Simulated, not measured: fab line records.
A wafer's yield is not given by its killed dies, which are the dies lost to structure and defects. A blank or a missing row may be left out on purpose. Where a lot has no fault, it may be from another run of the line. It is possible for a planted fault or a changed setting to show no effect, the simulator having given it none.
Tool commonality check :: flow gf180mcu :: 36 wafers sampled across 12 lots

## WHAT PROMPTED THE OPENING
Of 12 lots, 2 have the reading NWELL_RS flagged at GF_VT_IMPLANT_RS_MEAS_47. Fault-free wafers read 488.3 ohm/sq, with a standard deviation of 1.4.
Rule: a lot is flagged in two cases, either no wafer of it has a number, or all its wafers with numbers fall more than 4 standard deviations from that mean. As for the other lots, they are considered sound.

lot: L316
measured: day 7 14:32
on: film metro-03
NWELL_RS (ohm/sq), wafer by wafer: 487.7 490.0 486.9
flag: 

lot: L317
measured: day 7 19:56
on: film metro-03
NWELL_RS (ohm/sq), wafer by wafer: 486.8 489.0 489.2
flag: 

lot: L318
measured: day 8 01:46
on: film metro-01
NWELL_RS (ohm/sq), wafer by wafer: 486.9 487.8 489.8
flag: 

lot: L319
measured: day 8 08:17
on: film metro-04
NWELL_RS (ohm/sq), wafer by wafer: 488.3 487.7 487.4
flag: 

lot: L321
measured: day 8 22:50
on: film metro-01
NWELL_RS (ohm/sq), wafer by wafer: 488.4 487.1 486.2
flag: 

lot: L322
measured: day 9 04:58
on: film metro-01
NWELL_RS (ohm/sq), wafer by wafer: 490.4 488.2 489.4
flag: 

lot: L323
measured: day 9 13:36
on: film metro-03
NWELL_RS (ohm/sq), wafer by wafer: 488.8 489.6 489.6
flag: 

lot: L324
measured: day 9 18:34
on: film metro-03
NWELL_RS (ohm/sq), wafer by wafer: 486.2 485.7 487.2
flag: 

lot: L326
measured: day 10 09:14
on: film metro-04
NWELL_RS (ohm/sq), wafer by wafer: 488.7 490.7 488.4
flag: 

lot: L327
measured: day 10 17:28
on: film metro-01
NWELL_RS (ohm/sq), wafer by wafer: 486.4 486.0 486.9
flag: 

lot: L336
measured: day 13 06:53
on: film metro-01
NWELL_RS (ohm/sq), wafer by wafer: 446.5 448.7 447.6
flag: FLAGGED

lot: L338
measured: day 13 16:55
on: film metro-04
NWELL_RS (ohm/sq), wafer by wafer: 446.8 446.3 445.9
flag: FLAGGED
Average over the flagged lots: 447.0 ohm/sq; offset from the usual -41.3 ohm/sq, equal to -30 standard deviations.

## WHICH TOOL RAN EACH LOT
Before the reading, the record contains 2 process steps out of a 602-step route. Every cell lists first the tool, next ch and the chambers used by the sampled wafers, and last the start.
lot: L316
flag: 
GF_STI_STRIP_15: plasma asher-03 ch 0,1, day 2 04:09
GF_NWELL_IMPLANT_09: implanter-01 ch 0, day 3 10:03

lot: L317
flag: 
GF_STI_STRIP_15: plasma asher-03 ch 0,1, day 2 06:57
GF_NWELL_IMPLANT_09: implanter-04 ch 0, day 3 12:57

lot: L318
flag: 
GF_STI_STRIP_15: plasma asher-04 ch 0,1, day 2 12:06
GF_NWELL_IMPLANT_09: implanter-02 ch 0, day 3 18:08

lot: L319
flag: 
GF_STI_STRIP_15: plasma asher-03 ch 0,1, day 2 17:24
GF_NWELL_IMPLANT_09: implanter-02 ch 0, day 3 23:54

lot: L321
flag: 
GF_STI_STRIP_15: plasma asher-01 ch 0,1, day 3 03:24
GF_NWELL_IMPLANT_09: implanter-04 ch 0, day 4 10:33

lot: L322
flag: 
GF_STI_STRIP_15: plasma asher-01 ch 0,1, day 3 08:06
GF_NWELL_IMPLANT_09: implanter-04 ch 0, day 4 14:49

lot: L323
flag: 
GF_STI_STRIP_15: plasma asher-03 ch 0,1, day 3 13:15
GF_NWELL_IMPLANT_09: implanter-01 ch 0, day 4 21:47

lot: L324
flag: 
GF_STI_STRIP_15: plasma asher-04 ch 0,1, day 3 19:29
GF_NWELL_IMPLANT_09: implanter-02 ch 0, day 5 04:25

lot: L326
flag: 
GF_STI_STRIP_15: plasma asher-03 ch 0, day 4 04:29
GF_NWELL_IMPLANT_09: implanter-04 ch 0, day 5 13:28

lot: L327
flag: 
GF_STI_STRIP_15: plasma asher-03 ch 0,1, day 4 10:15
GF_NWELL_IMPLANT_09: implanter-01 ch 0, day 5 20:36

lot: L336
flag: FLAGGED
GF_STI_STRIP_15: plasma asher-04 ch 0,1, day 6 08:18
GF_NWELL_IMPLANT_09: implanter-04 ch 0, day 7 21:05

lot: L338
flag: FLAGGED
GF_STI_STRIP_15: plasma asher-04 ch 1, day 6 18:30
GF_NWELL_IMPLANT_09: implanter-04 ch 0, day 8 06:43
What the steps here do:
- GF_STI_STRIP_15: strips in O2/N2.
- GF_NWELL_IMPLANT_09
- GF_VT_IMPLANT_RS_MEAS_47: measures by four-point-probe.

## FLAGGED OVER TOTAL, TOOL BY TOOL (the gauges that took the reading come last)
step: GF_STI_STRIP_15
tool: plasma asher-01
lots run: 2
flagged: 0
share of the flagged lots: none
sound lots run after its first flagged lot: -

step: GF_STI_STRIP_15
tool: plasma asher-03
lots run: 6
flagged: 0
share of the flagged lots: none
sound lots run after its first flagged lot: -

step: GF_STI_STRIP_15
tool: plasma asher-04
lots run: 4
flagged: 2
share of the flagged lots: all
sound lots run after its first flagged lot: 0

step: GF_NWELL_IMPLANT_09
tool: implanter-01
lots run: 3
flagged: 0
share of the flagged lots: none
sound lots run after its first flagged lot: -

step: GF_NWELL_IMPLANT_09
tool: implanter-02
lots run: 3
flagged: 0
share of the flagged lots: none
sound lots run after its first flagged lot: -

step: GF_NWELL_IMPLANT_09
tool: implanter-04
lots run: 6
flagged: 2
share of the flagged lots: all
sound lots run after its first flagged lot: 0

step: GF_VT_IMPLANT_RS_MEAS_47
tool: film metro-01
lots run: 5
flagged: 1
share of the flagged lots: some
sound lots run after its first flagged lot: 0

step: GF_VT_IMPLANT_RS_MEAS_47
tool: film metro-03
lots run: 4
flagged: 0
share of the flagged lots: none
sound lots run after its first flagged lot: -

step: GF_VT_IMPLANT_RS_MEAS_47
tool: film metro-04
lots run: 3
flagged: 1
share of the flagged lots: some
sound lots run after its first flagged lot: 0

## WHAT IS ALLOWED BY THE TABLE
Rows of the table that ran all the flagged lots, 2 in number: plasma asher-04 at GF_STI_STRIP_15; implanter-04 at GF_NWELL_IMPLANT_09.
- plasma asher-04 at GF_STI_STRIP_15 ran 4 lots, 2 of them flagged. Its last sound lot is L324 (day 3 19:29), its first flagged lot L336 (day 6 08:18): a fault that began between those two fits.
- implanter-04 at GF_NWELL_IMPLANT_09 ran 6 lots, 2 of them flagged. Its last sound lot is L326 (day 5 13:28), its first flagged lot L336 (day 7 21:05): a fault that began between those two fits. Its own readings lie more than 4 standard deviations out on every wafer of the flagged lots: dose ions cm2, faraday current uA.
Because each of these 2 tools fits a fault that began at some hour, counting lots does not separate them. More lots, or a look at what each step does to the wafer, might.

## WHAT THE SIMULATOR HAD INSERTED
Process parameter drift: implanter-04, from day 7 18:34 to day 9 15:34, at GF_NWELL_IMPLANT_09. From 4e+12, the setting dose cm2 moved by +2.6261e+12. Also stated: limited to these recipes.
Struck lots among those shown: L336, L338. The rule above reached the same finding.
